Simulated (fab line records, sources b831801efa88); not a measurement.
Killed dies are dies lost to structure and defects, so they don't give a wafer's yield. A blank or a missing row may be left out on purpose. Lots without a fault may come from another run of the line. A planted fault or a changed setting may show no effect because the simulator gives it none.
Which tool did it? | flow sky130 | 14 lots, 42 wafers sampled, at 2 steps of a route of 708

WHAT THE GAUGES READ, wafer by wafer
SKY_RES_PROTECT_TW_MEAS_08.
lot  | measured     | on            | POLY_GATE_TW
L205 | day 14 19:10 | film_metro-04 | 3979 3991 3969
L207 | day 15 22:25 | film_metro-02 | 3986 3998 3960
L209 | day 16 08:10 | film_metro-01 | 4071 4065 4064
L212 | day 17 18:13 | film_metro-04 | 4027 4035 4015
L213 | day 17 21:13 | film_metro-01 | 4064 4089 4088
L217 | day 19 22:38 | film_metro-02 | 4003 4010 4013
L219 | day 20 04:37 | film_metro-01 | 4094 4088 4095
L218 | day 20 05:04 | film_metro-04 | 4032 4012 4018
L220 | day 20 13:56 | film_metro-01 | 4110 4093 4097
L221 | day 20 23:25 | film_metro-04 | 4012 4014 4010
L222 | day 21 01:55 | film_metro-01 | 4106 4076 4061
L223 | day 22 05:08 | film_metro-01 | 4075 4107 4080
L226 | day 22 15:55 | film_metro-02 | 3969 3990 3990
L228 | day 23 08:01 | film_metro-01 | 4118 4108 4087

SKY_POLY_GATE_THK_MEAS_04.
lot  | measured     | on            | POLY_GATE_CVD_03_THK (nm)
L205 | day 14 20:38 | film_metro-03 | 74.4 74.4 74.9
L207 | day 16 01:58 | film_metro-02 | 74.8 74.8 75.7
L209 | day 16 10:20 | film_metro-04 | 75.8 75.1 75.5
L212 | day 17 19:40 | film_metro-02 | 75.0 74.5 75.3
L213 | day 17 22:49 | film_metro-02 | 74.4 73.9 73.9
L217 | day 20 00:47 | film_metro-04 | 75.5 74.9 74.9
L219 | day 20 08:04 | film_metro-02 | 74.7 74.7 74.7
L218 | day 20 08:02 | film_metro-03 | 75.0 75.3 74.8
L220 | day 20 15:25 | film_metro-04 | 74.9 75.2 74.7
L221 | day 21 00:53 | film_metro-04 | 74.9 74.9 74.7
L222 | day 21 03:23 | film_metro-04 | 74.4 74.1 74.5
L223 | day 22 07:19 | film_metro-02 | 76.1 75.5 75.9
L226 | day 22 17:23 | film_metro-04 | 75.1 74.6 75.1
L228 | day 23 09:29 | film_metro-03 | 74.7 74.6 74.3

WHICH TOOL RAN EACH LOT (tool, then ch and the chambers of the sampled wafers, then the start)
The record holds no process step before these readings.

WHAT THE TOOLS THEMSELVES READ (means of the sampled wafers that have a number; where no wafer has one, the mark that the record gives instead)
The record holds no such reading with a usual standard deviation.

THE ANSWER, worked out from the rows above alone
Rule: what is usual is taken from the lots themselves. Put in order of their means at a reading, lots are off if they are a third of the lots or fewer, leave a main group of 4 or more, and stand apart from it by a gap of 3 or more times the standard deviation of the main group's means; of several such gaps the widest counts. A main group whose means are all the same, to the digits that the tables above print for the reading, isn't used. A lot without any number at a reading at which 4 lots or more have one is off too. The other lots that the step has rows for count as sound. The gauges are gone through in route order, then the tools' own readings, and for those a lot's mean is taken as printed above. The first step at which some lot is off is used, and at that step the reading that is off furthest; a lot without a number counts as furthest.
No lot is off at any reading shown: from this, nothing can be told.

WHAT THE SIMULATOR HAD PUT IN
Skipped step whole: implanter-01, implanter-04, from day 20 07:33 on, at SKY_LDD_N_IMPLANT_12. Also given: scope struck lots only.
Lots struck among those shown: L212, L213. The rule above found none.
